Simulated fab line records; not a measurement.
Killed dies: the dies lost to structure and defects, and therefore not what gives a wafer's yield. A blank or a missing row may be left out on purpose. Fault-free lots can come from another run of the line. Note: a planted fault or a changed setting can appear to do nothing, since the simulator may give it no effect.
fab line records	flow sky130
record lots=7	wafers=21	lastDay=50
route steps=708 shown METAL4@627 VIA4@639 PAD_OPEN@708
lots that met no fault: taken from a fault-free run of the same line
startH: hours from the record's opening day to when the first of the lot's shown wafers began	waitH: time in hours since the lot's previous step	" unchanged from the row above	L1.1+2: several wafers, shown together as one row	- either no value or no given start	* or withheld: withheld	< > ~ a bound
route shown NAME@n: a module of which the file shows steps, and the number in the route of the first	usual: average and standard deviation across the fault-free wafers	same: alike in all rows	chamber/n: place in a boat	sites: each site's reading	_std_site: their standard deviation	_edge_site: the outer-site mean with the inner-site mean subtracted	radiusMm: how far each site lies from the wafer's centre	mask NAME#n: copy n	behind: the most recent tool/chamber to have shaped the wafer	hold: reason for holding the lot/hours on hold/outcome of the hold	device: transistor that didn't switch, given as n, p or np	end of line: tests run on the same wafers once the route is complete	a step with no rows: only its recipe	killed: at the first sort, the dies lost to defects and structure; wafer yield is something else	map: per-die view of a wafer (x killed, . not killed, _ where there is no die)
set.NAME: the setting the step ran with; set.NAME@STEP: the setting that earlier step ran with	model.NAME: the simulator's own value behind a step, which no gauge read
lots at some steps of the route; a table a step, a row a wafer
services: when a tool's chamber went out of use (startH, in hours from the record's first day, below 0 if earlier), for how many hours, and the reason
## steps
# step SKY_METAL4_PEB_11
# recipe pebTempC=withheld	pebTimeS=withheld	resist=KrF-thick
# step SKY_METAL4_DEVELOP_12
# recipe developTimeS=60	resist=KrF-thick	devTempC=21
# step SKY_METAL4_CD_MEAS_13
# recipe targetCdNm=300
# usual cdNm=300.1/1.5
lot.wafer	tool	chamber	startH	waitH	cdNm
L770.1	cdSem-01	-	981.85	-	299.5
L770.4	"	-	"	"	298.6
L770.5	"	-	"	"	298.3
L771.1	cdSem-02	-	991.06	-	300.8
L771.2	"	-	"	"	300.7
L771.5	"	-	"	"	300.1
L774.1	cdSem-01	-	1019.01	-	298.7
L774.5	"	-	"	"	297.9
L774.6	"	-	"	"	297.9
L775.1	cdSem-02	-	1028.35	-	299.7
L775.4	"	-	"	"	300.2
L775.5	"	-	"	"	298.2
L777.2	cdSem-02	-	1033.57	-	300.4
L777.4	"	-	"	"	299.6
L777.5	"	-	"	"	300.2
L787.1	cdSem-02	-	1101.87	-	298.6
L787.2	"	-	"	"	297.5
L787.3	"	-	"	"	298.5
L792.1	cdSem-02	-	1119.70	-	298.8
L792.5	"	-	"	"	297.5
L792.6	"	-	"	"	298.6
# step SKY_METAL4_OVL_MEAS_14
# usual METAL4_OVL=-4/5.5
lot.wafer	tool	chamber	startH	waitH	METAL4_OVL[nm]
L770.1	overlay-01	-	981.97	0.1	-2
L770.4	"	-	"	"	1
L770.5	"	-	"	"	-3
L771.1	overlay-02	-	991.18	0.1	-8
L771.2	"	-	"	"	-2
L771.5	"	-	"	"	-4
L774.1	overlay-01	-	1019.13	0.1	-10
L774.5	"	-	"	"	-8
L774.6	"	-	"	"	-16
L775.1	overlay-01	-	1028.47	0.1	-3
L775.4	"	-	"	"	-4
L775.5	"	-	"	"	-2
L777.2	overlay-01	-	1033.68	0.1	-8
L777.4	"	-	"	"	-7
L777.5	"	-	"	"	-12
L787.1	overlay-01	-	1101.99	0.1	-4
L787.2	"	-	"	"	-7
L787.3	"	-	"	"	-5
L792.1	overlay-01	-	1119.82	0.1	7
L792.5	"	-	"	"	4
L792.6	"	-	"	"	1
# step SKY_METAL4_DESCUM_15
# recipe chemistry=O2	sourcePowerW=150	biasPowerW=0	pressureMtorr=10	tempC=40	timeS=8
# usual drypumpMotorCurrentA=5.8/0.34	oesProductAu=0.998/0.0095	tempC=40.02/0.094
lot.wafer	tool	chamber	startH	waitH	drypumpMotorCurrentA	oesProductAu	rfHoursCounterH	tempC
L770.1	rieMetal-02	1	982.01	0.0	6.0	1.003	7	40.09
L770.4	"	1	"	"	6.0	0.995	-	40.11
L770.5	"	1	"	"	6.0	0.991	-	40.10
L771.1	rieMetal-03	0	991.22	0.0	6.0	1.004	8	40.01
L771.2	"	1	"	"	5.8	1.013	9	39.86
L771.5	"	1	"	"	5.8	1.017	-	39.98
L774.1	rieMetal-01	0	1019.17	0.0	5.1	0.991	15	40.02
L774.5	"	1	"	"	6.0	0.993	-	40.00
L774.6	"	0	"	"	5.1	0.998	-	39.90
L775.1	rieMetal-01	0	1028.51	0.0	5.2	1.002	15	39.95
L775.4	"	0	"	"	5.1	0.999	-	40.17
L775.5	"	1	"	"	6.0	0.993	-	39.94
L777.2	rieMetal-01	0	1033.71	0.0	5.1	1.004	15	40.03
L777.4	"	0	"	"	5.1	0.997	-	40.11
L777.5	"	1	"	"	6.0	0.986	-	39.94
L787.1	rieMetal-03	0	1102.02	0.0	6.0	0.989	14	39.99
L787.2	"	1	"	"	5.8	0.999	15	40.10
L787.3	"	1	"	"	5.8	1.006	-	40.07
L792.1	rieMetal-03	0	1119.86	0.0	6.0	0.994	16	40.08
L792.5	"	0	"	"	6.0	0.986	-	40.06
L792.6	"	1	"	"	5.8	1.008	-	40.14
# step SKY_METAL4_ETCH_16
# recipe chemistry=N2/H2	target=BARC	ionEnergyEv=200	biasW=100	pressureMtorr=30	n2FlowSccm=100	h2FlowSccm=200	icpW=500	stopOn=SiO2	timeS=88.2	targetDepthA=600
# usual drypumpMotorCurrentA=5.8/0.34	oesProductAu=0.626/0.0046	throttleValvePct=13.205/0.0087
lot.wafer	tool	chamber	startH	waitH	drypumpMotorCurrentA	oesProductAu	rfHoursCounterH	throttleValvePct
L770.1	rieMetal-02	1	982.07	0.1	6.0	0.625	7	13.207
L770.4	"	1	"	"	6.0	0.625	-	13.213
L770.5	"	1	"	"	6.0	0.624	-	13.210
L771.1	rieMetal-03	0	991.25	0.0	6.0	0.625	8	13.192
L771.2	"	1	"	"	5.8	0.622	9	13.208
L771.5	"	1	"	"	5.8	0.624	-	13.209
L774.1	rieMetal-01	0	1019.20	0.0	5.1	0.631	15	13.205
L774.5	"	1	"	"	6.0	0.626	-	13.208
L774.6	"	0	"	"	5.1	0.621	-	13.219
L775.1	rieMetal-01	0	1028.54	0.0	5.1	0.632	15	13.177
L775.4	"	0	"	"	5.1	0.618	-	13.212
L775.5	"	1	"	"	6.0	0.628	-	13.208
L777.2	rieMetal-01	0	1033.74	0.0	5.1	0.622	15	13.205
L777.4	"	0	"	"	5.1	0.630	-	13.208
L777.5	"	1	"	"	6.0	0.628	-	13.180
L787.1	rieMetal-03	0	1102.05	0.0	6.0	0.629	14	13.201
L787.2	"	1	"	"	5.8	0.624	15	13.200
L787.3	"	1	"	"	5.8	0.621	-	13.200
L792.1	rieMetal-03	0	1119.89	0.0	6.0	0.619	16	13.215
L792.5	"	0	"	"	6.0	0.619	-	13.202
L792.6	"	1	"	"	5.8	0.617	-	13.212
# step SKY_METAL4_ETCH_17
# recipe target=SiO2	stopOn=TiN	chemistry=C4F8/O2/Ar	sourceW=1500	biasW=1200	pressureMtorr=40	c4f8FlowSccm=withheld	O2_flow_sccm=6	Ar_flow_sccm=300	timeS=3.9	targetDepthA=150
# usual oesProductAu=0.755/0.0078
lot.wafer	tool	chamber	startH	waitH	oesProductAu	rfHoursCounterH
L770.1	rieDiel-01	2	982.27	0.2	0.754	15
L770.4	"	0	"	"	0.751	-
L770.5	"	1	"	"	0.752	-
L771.1	rieDiel-01	1	991.35	0.1	0.752	10
L771.2	"	3	"	"	0.744	4
L771.5	"	3	"	"	0.754	-
L774.1	rieDiel-04	2	1019.30	0.1	0.743	22
L774.5	"	3	"	"	0.755	-
L774.6	"	2	"	"	0.751	-
L775.1	rieDiel-04	3	1028.64	0.1	0.758	15
L775.4	"	0	"	"	0.757	23
L775.5	"	1	"	"	0.757	-
L777.2	rieDiel-03	1	1033.84	0.1	0.752	15
L777.4	"	0	"	"	0.760	19
L777.5	"	3	"	"	0.774	-
L787.1	rieDiel-01	0	1102.15	0.1	0.747	16
L787.2	"	2	"	"	0.757	20
L787.3	"	3	"	"	0.763	8
L792.1	rieDiel-04	2	1119.99	0.1	0.757	25
L792.5	"	0	"	"	0.750	-
L792.6	"	2	"	"	0.752	-
# step SKY_METAL4_METAL_ETCH_18
# recipe targetDepthA=8450	stopOn=SiO2	overEtchFrac=0.3	timeS=183.1	chemistry=Cl2/BCl3	resistSidewallDeg=88	pressureMtorr=10	icpW=900	biasW=48.5	Cl2_flow_sccm=60	bcl3FlowSccm=30
# usual drypumpMotorCurrentA=5.9/0.38	oesProductAu=0.868/0.0073	throttleValvePct=22.265/0.0095
lot.wafer	tool	chamber	startH	waitH	drypumpMotorCurrentA	oesProductAu	rfHoursCounterH	throttleValvePct
L770.1	rieMetal-01	0	982.29	0.0	5.1	0.874	13	22.274
L770.4	"	1	"	"	6.0	0.871	-	22.283
L770.5	"	0	"	"	5.1	0.871	-	22.274
L771.1	rieMetal-02	1	991.37	0.0	6.0	0.871	8	22.269
L771.2	"	1	"	"	6.0	0.876	-	22.267
L771.5	"	1	"	"	6.0	0.871	-	22.289
L774.1	rieMetal-02	1	1019.32	0.0	6.0	0.879	10	22.270
L774.5	"	1	"	"	6.0	0.889	-	22.265
L774.6	"	0	"	"	6.3	0.875	-	22.274
L775.1	rieMetal-02	1	1028.66	0.0	6.0	0.879	11	22.255
L775.4	"	0	"	"	6.3	0.875	-	22.267
L775.5	"	0	"	"	6.3	0.858	-	22.252
L777.2	rieMetal-02	0	1033.86	0.0	6.3	0.869	2	22.260
L777.4	"	1	"	"	6.0	0.866	-	22.285
L777.5	"	0	"	"	6.3	0.858	-	22.265
L787.1	rieMetal-02	1	1102.17	0.0	6.0	0.870	17	22.279
L787.2	"	0	"	"	6.3	0.870	7	22.252
L787.3	"	0	"	"	6.3	0.870	-	22.266
L792.1	rieMetal-02	0	1120.01	0.0	6.3	0.866	9	22.262
L792.5	"	0	"	"	6.3	0.875	-	22.268
L792.6	"	1	"	"	6.0	0.884	-	22.260
# step SKY_METAL4_STRIP_19
# recipe chemistry=O2/N2	powerW=1400	pressureMtorr=1500	platenTempC=withheld	o2FlowSccm=3000	n2FlowSccm=300	overashFraction=0.5
# usual drypumpMotorCurrentA=5.7/0.32	oesProductAu=0.505/0.0058	stripTimeToEndpointS=6.59/0.071
lot.wafer	tool	chamber	startH	waitH	drypumpMotorCurrentA	oesProductAu	rfHoursCounterH	stripTimeToEndpointS
L770.1	plasmaAsher-04	1	982.46	0.1	6.0	0.506	55	6.49
L770.4	"	0	"	"	5.7	0.502	-	6.56
L770.5	"	0	"	"	5.7	0.505	-	6.53
L771.1	plasmaAsher-04	0	991.72	0.3	5.7	0.498	56	6.63
L771.2	"	1	"	"	6.0	0.509	56	6.65
L771.5	"	0	"	"	5.7	0.501	-	6.65
L774.1	plasmaAsher-04	0	1019.50	0.1	5.7	0.508	59	6.58
L774.5	"	1	"	"	6.0	0.501	-	6.55
L774.6	"	0	"	"	5.7	0.512	-	6.62
L775.1	plasmaAsher-01	0	1028.83	0.1	5.3	0.503	28	6.59
L775.4	"	0	"	"	5.3	0.514	-	6.68
L775.5	"	1	"	"	5.5	0.504	-	6.67
L777.2	plasmaAsher-01	1	1034.03	0.1	5.5	0.501	29	6.63
L777.4	"	1	"	"	5.5	0.495	-	6.46
L777.5	"	0	"	"	5.3	0.510	-	6.58
L787.1	plasmaAsher-04	1	1102.35	0.1	6.0	0.505	67	6.56
L787.2	"	0	"	"	5.7	0.501	67	6.58
L787.3	"	0	"	"	5.7	0.510	-	6.63
L792.1	plasmaAsher-03	0	1120.19	0.1	6.2	0.501	5	6.67
L792.5	"	1	"	"	6.2	0.497	-	6.65
L792.6	"	0	"	"	6.1	0.498	-	6.57
# step SKY_METAL4_STRIP_20
# recipe chemistry=postEtchResidueRemover	timeS=1200	tempC=72.5
# step SKY_METAL4_CLEAN_21
# recipe chemistry=IPA	timeS=180	tempC=25
# step SKY_METAL4_CLEAN_22
# recipe chemistry=O3/DIW	dry=n2Spin
# step SKY_VIA4_HDPCVD_00
# recipe material=SiO2	targetThkNm=1750	sigmaOpenFrac=0.3	timeS=291.7	tempC=400	sih4FlowSccm=60	pressureMtorr=6
# usual runLengthS=319.3/0.42
lot.wafer	tool	chamber	startH	waitH	runLengthS	model.SiO2_of_VIA4_HDPCVD_00.thkNm
L770.1	hdpcvd-02	2	983.09	0.0	319.3	1746
L770.4	"	0	"	"	319.2	1753
L770.5	"	2	"	"	319.1	1759
L771.1	hdpcvd-01	2	992.34	0.0	319.6	1772
L771.2	"	1	"	"	319.6	1766
L771.5	"	1	"	"	319.1	1771
L774.1	hdpcvd-02	2	1020.09	0.0	389.8	2129
L774.5	"	0	"	"	389.7	2147
L774.6	"	1	"	"	389.1	2143
L775.1	hdpcvd-02	2	1029.43	0.0	389.6	2172
L775.4	"	2	"	"	389.6	2172
L775.5	"	1	"	"	389.0	2179
L777.2	hdpcvd-02	2	1034.63	0.0	389.7	2144
L777.4	"	2	"	"	389.6	2144
L777.5	"	0	"	"	389.6	2168
L787.1	hdpcvd-01	1	1102.95	0.0	319.9	1761
L787.2	"	2	"	"	318.9	1736
L787.3	"	0	"	"	319.6	1745
L792.1	hdpcvd-01	2	1120.82	0.0	318.9	1804
L792.5	"	2	"	"	319.8	1764
L792.6	"	1	"	"	319.6	1787
# step SKY_VIA4_THK_MEAS_01
# recipe reads=SiO2_of_VIA4_HDPCVD_00
# usual VIA4_HDPCVD_THK=1743/21
lot.wafer	tool	chamber	startH	waitH	VIA4_HDPCVD_THK[nm]
L770.1	filmMetro-04	-	983.27	0.1	1747
L770.4	"	-	"	"	1753
L770.5	"	-	"	"	1760
L771.1	filmMetro-03	-	992.52	0.1	1772
L771.2	"	-	"	"	1766
L771.5	"	-	"	"	1770
L774.1	filmMetro-03	-	1020.27	0.1	2129
L774.5	"	-	"	"	2146
L774.6	"	-	"	"	2142
L775.1	filmMetro-02	-	1029.60	0.1	2172
L775.4	"	-	"	"	2172
L775.5	"	-	"	"	2179
L777.2	filmMetro-03	-	1034.82	0.1	2144
L777.4	"	-	"	"	2143
L777.5	"	-	"	"	2167
L787.1	filmMetro-02	-	1103.13	0.1	1760
L787.2	"	-	"	"	1735
L787.3	"	-	"	"	1746
L792.1	filmMetro-03	-	1121.00	0.1	1803
L792.5	"	-	"	"	1765
L792.6	"	-	"	"	1788
# step SKY_VIA4_CMP_02
# recipe material=SiO2	downForcePsi=4	platenRpm=60	padVelocityMS=0.94248
# step SKY_PAD_OPEN_PROBE_99
# usual defectLimitedYield=82.1/1.7	killed_at_M0_to_M3=44/6.4	killed_at_M4_up=3.0/1.8	killedAtContacts=24/5	killedAtFrontEnd=16/4.3	killedAtOther=0.4/0.76	killedDies=88/8.6	killedOpen=47/7.2	killedShort=40/5.5	sort_bin_3_pad_short=0.9/0.44	sort_bin_5_function=10.6/1.5	sort_bin_6_memory=6.4/1.2	sortNPass=404/8.6	sortYieldPct=82.1/1.7
# same grossDies=492	killedAtBackSide=0	sort_bin_4_leakage[%]=0	sort_bin_8_speed[%]=0
lot.wafer	tool	chamber	startH	waitH	defectLimitedYield[%]	killed_at_M0_to_M3	killed_at_M4_up	killedAtContacts	killedAtFrontEnd	killedAtOther	killedDies	killedOpen	killedShort	sort_bin_3_pad_short[%]	sort_bin_5_function[%]	sort_bin_6_memory[%]	sortNPass	sortYieldPct[%]
L770.1	prober-02	-	1077.92	0.1	83.5	37	6	15	20	3	81	40	39	1.2	9.6	5.7	411	83.5
L770.4	prober-02	-	1078.07	0.2	85.0	33	2	27	12	0	74	38	36	0.8	9.8	4.5	418	85.0
L770.5	prober-02	-	1078.12	0.2	79.3	53	2	26	20	1	102	56	45	0.8	12.6	7.3	390	79.3
L771.1	prober-01	-	1085.55	0.1	82.7	49	5	24	7	0	85	47	38	0.4	10.2	6.7	407	82.7
L771.2	prober-01	-	1085.60	0.1	78.7	54	4	35	12	0	105	56	49	0.8	12.6	7.9	387	78.7
L771.5	prober-01	-	1085.75	0.2	82.9	45	1	18	20	0	84	42	42	1.0	9.1	6.9	408	82.9
L774.1	prober-02	-	1112.16	0.1	83.1	45	0	22	16	0	83	49	32	0.6	10.0	6.3	409	83.1
L774.5	prober-02	-	1112.36	0.2	82.9	48	1	20	15	0	84	43	39	1.2	9.1	6.7	408	82.9
L774.6	prober-02	-	1112.41	0.2	81.5	52	1	22	15	1	91	56	35	1.6	10.4	6.5	401	81.5
L775.1	prober-01	-	1117.60	0.1	82.5	33	4	24	25	0	86	51	35	0.4	11.4	5.7	406	82.5
L775.4	prober-01	-	1117.75	0.2	78.5	47	5	39	15	0	106	63	43	1.8	11.6	8.1	386	78.5
L775.5	prober-01	-	1117.80	0.2	82.5	40	4	27	15	0	86	37	49	1.4	10.6	5.5	406	82.5
L777.2	prober-01	-	1122.93	0.1	81.7	41	2	29	16	2	90	46	44	1.2	10.6	6.5	402	81.7
L777.4	prober-01	-	1123.03	0.2	82.1	44	2	25	15	2	88	45	42	0.6	11.6	5.7	404	82.1
L777.5	prober-01	-	1123.08	0.2	85.2	36	2	20	14	1	73	41	32	1.2	9.3	4.3	419	85.2
L787.1	prober-02	-	1180.17	0.1	81.9	38	1	27	23	0	89	49	40	0.6	12.0	5.5	403	81.9
L787.2	prober-02	-	1180.22	0.1	77.6	54	3	33	19	1	110	63	47	0.6	13.0	8.7	382	77.6
L787.3	prober-02	-	1180.27	0.2	82.3	43	2	21	21	0	87	44	43	1.6	9.1	6.9	405	82.3
L792.1	prober-02	-	1195.44	0.1	80.1	45	7	23	23	0	98	50	48	1.0	10.8	8.1	394	80.1
L792.5	prober-02	-	1195.64	0.2	80.9	48	5	27	14	0	94	46	48	0.6	11.0	7.5	398	80.9
L792.6	prober-02	-	1195.69	0.2	81.5	43	3	29	16	0	91	52	39	1.0	8.9	8.5	401	81.5
# killed by level:class
L770.1 VIA1:geometricParticle:open=8 CONTACT:geometricParticle:open=7 METAL2:geometricParticle:short=7 FIELD_ISO:geometricParticle:open=5 METAL1:geometricParticle:short=5 VIA3:geometricParticle:open=4 VIA2:geometricParticle:open=4 METAL4:geometricParticle:short=4
L770.4 CONTACT:geometricParticle:open=12 VIA1:geometricParticle:open=9 CONTACT:geometricParticle:short=7 FIELD_ISO:geometricParticle:short=5 METAL1:geometricParticle:short=5 VIA2:geometricParticle:open=5 LOCAL_INTERCONNECT:geometricParticle:short=4 VIA2:geometricParticle:short=4
L770.5 VIA2:geometricParticle:open=10 VIA3:geometricParticle:open=10 FIELD_ISO:geometricParticle:open=9 LI_CONTACT:geometricParticle:open=9 CONTACT:geometricParticle:open=6 VIA1:geometricParticle:open=6 METAL3:geometricParticle:short=5 POLY_GATE:geometricParticle:short=5
L771.1 VIA1:geometricParticle:open=15 LI_CONTACT:geometricParticle:open=10 VIA3:geometricParticle:open=8 VIA1:geometricParticle:short=5 METAL2:geometricParticle:short=5 CONTACT:geometricParticle:open=4 LOCAL_INTERCONNECT:geometricParticle:short=4 VIA2:geometricParticle:short=4
L771.2 VIA1:geometricParticle:open=15 CONTACT:geometricParticle:open=14 VIA1:geometricParticle:short=11 VIA3:geometricParticle:open=7 LOCAL_INTERCONNECT:geometricParticle:short=7 METAL1:geometricParticle:short=7 LI_CONTACT:geometricParticle:open=6 VIA2:geometricParticle:open=6
L771.5 VIA1:geometricParticle:open=13 METAL1:geometricParticle:short=10 FIELD_ISO:geometricParticle:short=5 CONTACT:geometricParticle:open=5 VIA2:geometricParticle:open=5 LI_CONTACT:geometricParticle:open=4 CONTACT:geometricParticle:short=4 VIA3:geometricParticle:short=4
L774.1 CONTACT:geometricParticle:open=10 VIA2:geometricParticle:open=10 VIA1:geometricParticle:open=8 LI_CONTACT:geometricParticle:open=5 METAL2:geometricParticle:short=5 POLY_GATE:geometricParticle:open=4 LOCAL_INTERCONNECT:geometricParticle:short=4 METAL3:geometricParticle:short=4
L774.5 VIA2:geometricParticle:open=10 VIA1:geometricParticle:open=8 CONTACT:geometricParticle:open=7 METAL1:geometricParticle:short=6 LOCAL_INTERCONNECT:geometricParticle:short=5 POLY_GATE:geometricParticle:open=4 LI_CONTACT:geometricParticle:open=4 CONTACT:geometricParticle:short=4
L774.6 CONTACT:geometricParticle:open=14 VIA3:geometricParticle:open=10 VIA1:geometricParticle:open=10 METAL1:geometricParticle:short=8 FIELD_ISO:geometricParticle:short=5 FIELD_ISO:geometricParticle:open=5 METAL2:geometricParticle:short=5 VIA2:geometricParticle:open=5
L775.1 FIELD_ISO:geometricParticle:short=10 CONTACT:geometricParticle:open=10 VIA3:geometricParticle:open=10 FIELD_ISO:geometricParticle:open=8 VIA1:geometricParticle:open=7 LOCAL_INTERCONNECT:geometricParticle:short=5 LI_CONTACT:geometricParticle:open=4 CONTACT:geometricParticle:short=4
L775.4 CONTACT:geometricParticle:open=18 VIA3:geometricParticle:open=10 CONTACT:geometricParticle:short=7 VIA2:geometricParticle:open=7 VIA1:geometricParticle:open=7 VIA1:geometricParticle:short=5 LI_CONTACT:geometricParticle:open=5 FIELD_ISO:geometricParticle:short=4
L775.5 VIA1:geometricParticle:open=8 CONTACT:geometricParticle:short=7 CONTACT:geometricParticle:open=7 VIA1:geometricParticle:short=6 VIA2:geometricParticle:open=6 FIELD_ISO:geometricParticle:short=5 LI_CONTACT:geometricParticle:short=5 METAL1:geometricParticle:short=5
L777.2 CONTACT:geometricParticle:open=10 VIA1:geometricParticle:open=9 VIA2:geometricParticle:open=9 CONTACT:geometricParticle:short=8 POLY_GATE:geometricParticle:short=7 VIA3:geometricParticle:open=5 LI_CONTACT:geometricParticle:short=4 LI_CONTACT:geometricParticle:open=4
L777.4 CONTACT:geometricParticle:open=7 CONTACT:geometricParticle:short=7 VIA2:geometricParticle:open=7 METAL1:geometricParticle:short=6 LI_CONTACT:geometricParticle:open=6 FIELD_ISO:geometricParticle:open=5 VIA1:geometricParticle:open=5 METAL2:geometricParticle:short=5
L777.5 VIA3:geometricParticle:open=10 CONTACT:geometricParticle:short=6 VIA1:geometricParticle:open=6 LI_CONTACT:geometricParticle:open=5 CONTACT:geometricParticle:open=5 METAL2:geometricParticle:short=5 FIELD_ISO:geometricParticle:open=4 POLY_GATE:geometricParticle:short=3
L787.1 VIA1:geometricParticle:open=10 VIA3:geometricParticle:open=10 FIELD_ISO:geometricParticle:open=8 LOCAL_INTERCONNECT:geometricParticle:short=7 CONTACT:geometricParticle:short=6 CONTACT:geometricParticle:open=6 LI_CONTACT:geometricParticle:open=5 VIA3:geometricParticle:short=5
L787.2 LI_CONTACT:geometricParticle:open=16 VIA1:geometricParticle:open=15 POLY_GATE:geometricParticle:short=8 CONTACT:geometricParticle:open=8 METAL2:geometricParticle:short=8 VIA1:geometricParticle:short=7 VIA2:geometricParticle:open=7 METAL1:geometricParticle:short=6
L787.3 VIA3:geometricParticle:open=8 VIA1:geometricParticle:open=8 VIA2:geometricParticle:short=8 LI_CONTACT:geometricParticle:open=7 LOCAL_INTERCONNECT:geometricParticle:short=7 FIELD_ISO:geometricParticle:short=6 FIELD_ISO:geometricParticle:open=5 POLY_GATE:geometricParticle:open=4
L792.1 VIA1:geometricParticle:open=12 METAL1:geometricParticle:short=9 LI_CONTACT:geometricParticle:open=7 CONTACT:geometricParticle:open=7 FIELD_ISO:geometricParticle:open=6 METAL4:geometricParticle:short=6 FIELD_ISO:geometricParticle:short=5 VIA3:geometricParticle:open=5
L792.5 LI_CONTACT:geometricParticle:open=10 VIA2:geometricParticle:short=9 METAL1:geometricParticle:short=7 VIA1:geometricParticle:open=7 FIELD_ISO:geometricParticle:open=6 LI_CONTACT:geometricParticle:short=6 METAL2:geometricParticle:short=6 CONTACT:geometricParticle:open=5
L792.6 VIA1:geometricParticle:open=12 CONTACT:geometricParticle:open=11 METAL1:geometricParticle:short=9 LI_CONTACT:geometricParticle:open=8 VIA2:geometricParticle:open=7 FIELD_ISO:geometricParticle:short=6 CONTACT:geometricParticle:short=5 POLY_GATE:geometricParticle:open=3
## services
tool	chamber	startH	hours	kind
hdpcvd-02	0	965.25	-	clean
hdpcvd-02	1	965.25	-	clean
hdpcvd-02	2	965.25	-	clean
rieDiel-01	1	965.47	10.7	repair
rieDiel-01	3	969.45	20.5	repair
hdpcvd-01	2	970.83	13.7	repair
hdpcvd-01	0	974.26	5.0	repair
rieMetal-02	0	975.48	-	clean
rieMetal-02	0	975.48	24.5	scheduledDown
rieMetal-02	0	975.48	24.5	ventCycle
rieDiel-01	1	977.86	4.1	repair
rieDiel-03	0	978.39	14.0	repair
rieDiel-01	0	986.86	6.9	repair
rieDiel-01	-	1022.07	1.1	repair
rieMetal-02	-	1037.84	0.4	repair
hdpcvd-02	-	1041.37	0.5	repair
rieDiel-03	-	1047.44	0.3	repair
plasmaAsher-03	-	1055.25	9.0	pm
plasmaAsher-03	0	1055.25	9.0	ventCycle
plasmaAsher-01	-	1088.07	0.4	repair
rieDiel-03	3	1091.19	3.0	repair
plasmaAsher-03	-	1101.62	9.0	repair
rieDiel-04	3	1117.63	3.8	repair
rieDiel-01	1	1120.20	11.9	repair
## key
firstSign step=SKY_VIA4_HDPCVD_00	reading=runLengthS	direction=up	sigmas=99+	usual=*	struck=*
effect step=SKY_VIA4_THK_MEAS_01	reading=VIA4_HDPCVD_THK	direction=up	sigmas=20	usual=1743	struck=2155
modelEffect step=SKY_VIA4_HDPCVD_00	value=SiO2_of_VIA4_HDPCVD_00.thkNm	without=1734	struck=2155
metAt SKY_VIA4_HDPCVD_00
struckWafers L774.1,L774.5,L774.6,L775.1,L775.4,L775.5,L777.2,L777.4,L777.5
onsetBetween 983.09 1020.09
fault kind=processParameterDrift	tool=hdpcvd-02	chamber=-	onsetH=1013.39	steps=SKY_VIA4_HDPCVD_00	channel=timeS	offset=*	shape=step	endH=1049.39	actsIn=*	stated=*
